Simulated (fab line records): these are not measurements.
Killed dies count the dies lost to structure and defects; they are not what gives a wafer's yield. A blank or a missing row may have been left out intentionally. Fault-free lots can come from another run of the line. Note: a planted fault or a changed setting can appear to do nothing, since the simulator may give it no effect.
A lot that was struck, set against a sound lot | flow sky130 | 16 out of 708 route steps
Sound: these wafers, L339.1, L339.3, L339.6. Struck: wafer L335.2 (left out: L335.1, L335.5 of the same lot, which were not struck); the cause appears at the end.
Order at every step that has rows: each side's tool, ch and its chambers, its first start. Under that, the readings that differ: sound wafers | struck wafers | difference of the means | sigmas: that difference in standard deviations of wafers without a fault.
alike: readings with means less than 2 such deviations apart, plus words and numbers identical on both sides. not compared: withheld readings, readings lacking a value on some wafer, bounds such as >300 that could conceal the same value, and numbers that have no deviation in the record and whose values overlap.
Wherever a step has rows on one side only, a row that says differs or no value, or a row with sigmas, the two part there. Numbers that have no deviation but don't overlap get no sigmas and don't part them. A reading missing from all wafers of one side parts the sides only when that side holds two or more wafers.

first, 9 steps without rows for these wafers: SKY_CAP2M_CLEAN_17 (cleans in O3/DIW); SKY_METAL4_DEHYDRATE_05 (time 60 s); SKY_METAL4_HMDS_06 (prime time 60 s); SKY_METAL4_COAT_07 (resist thk 60 nm); SKY_METAL4_COAT_08 (resist thk 1158 nm); SKY_METAL4_SOFTBAKE_09 (time 90 s); SKY_METAL4_EXPOSE_10 (exposes mask MM4, target cd 300 nm); SKY_METAL4_PEB_11; SKY_METAL4_DEVELOP_12 (develop time 60 s).
SKY_METAL4_CD_MEAS_13: the cd target is 300 nm.
  sound on cd sem-02 at day 44 21:47; struck on cd sem-01 at day 43 17:41
  reading    | sound             | struck | difference | sigmas
  cd nm (nm) | 297.8 296.3 297.2 | 302.4  | +5.3       | +4
SKY_METAL4_OVL_MEAS_14:
  sound on overlay-01 at day 44 21:54; struck on overlay-01 at day 43 17:49
  alike: METAL4_OVL
SKY_METAL4_DESCUM_15: chemistry O2, time 8 s.
  sound on rie metal-02 ch 0,1, day 44 21:56; struck on rie metal-01 ch 1, day 43 17:50
  reading                     | sound             | struck | difference | sigmas
  drypump motor current A (A) | 6.6 6.6 6.6       | 5.0    | -1.6       | -3
  oes product au (a.u.)       | 0.977 0.981 0.985 | 1.004  | +0.023     | +2
  not compared: rf hours counter h
SKY_METAL4_ETCH_16: etches BARC in N2/H2, stops on SiO2, time 88.2 s, target depth 60 nm.
  sound on rie metal-02 ch 0,1, day 44 21:58; struck on rie metal-01 ch 1, day 43 17:52
  reading                                       | sound             | struck | difference | sigmas
  drypump motor current A (A)                   | 6.6 6.6 6.6       | 5.0    | -1.6       | -3
  oes product au (a.u.)                         | 0.624 0.621 0.622 | 0.766  | +0.144     | +31
  run length s (s)                              | 115.8 115.9 116.1 | 95.7   | -20.2      | -46
  model.KrF-thick_of_METAL4_COAT_08.thk nm (nm) | 1097 1096 1100    | 1111   | +13        |
  model.METAL4.cd nm (nm)                       | 297.5 296.2 301   | 305.9  | +7.7       |
  alike: throttle valve pct
  not compared: rf hours counter h
SKY_METAL4_ETCH_17: etches SiO2 in C4F8/O2/Ar, stops on TiN, time 3.9 s, target depth 15 nm.
  sound on rie diel-02 ch 2,3, day 44 22:04; struck on rie diel-02 ch 3, day 43 17:58
  reading                 | sound             | struck | difference | sigmas
  model.METAL4.cd nm (nm) | 297.5 296.1 300.9 | 305.9  | +7.7       |
  alike: oes product au
  not compared: rf hours counter h
SKY_METAL4_METAL_ETCH_18: etches the open film in Cl2/BCl3, stops on SiO2, target depth 845 nm, time 183.1 s.
  sound on rie metal-03 ch 0,1, day 44 22:05; struck on rie metal-02 ch 0, day 43 17:59
  alike: drypump motor current A, oes product au, run length s, throttle valve pct
  not compared: rf hours counter h
then, 1 step without rows for these wafers: SKY_PAD_OPEN_PROBE_99.

WHERE THEY PART
Earliest at SKY_METAL4_CD_MEAS_13; latest, in this record, at SKY_METAL4_ETCH_16. Later steps at which nothing parts them and some readings are alike: SKY_METAL4_ETCH_17, SKY_METAL4_METAL_ETCH_18.

WHY: what the simulator had put in
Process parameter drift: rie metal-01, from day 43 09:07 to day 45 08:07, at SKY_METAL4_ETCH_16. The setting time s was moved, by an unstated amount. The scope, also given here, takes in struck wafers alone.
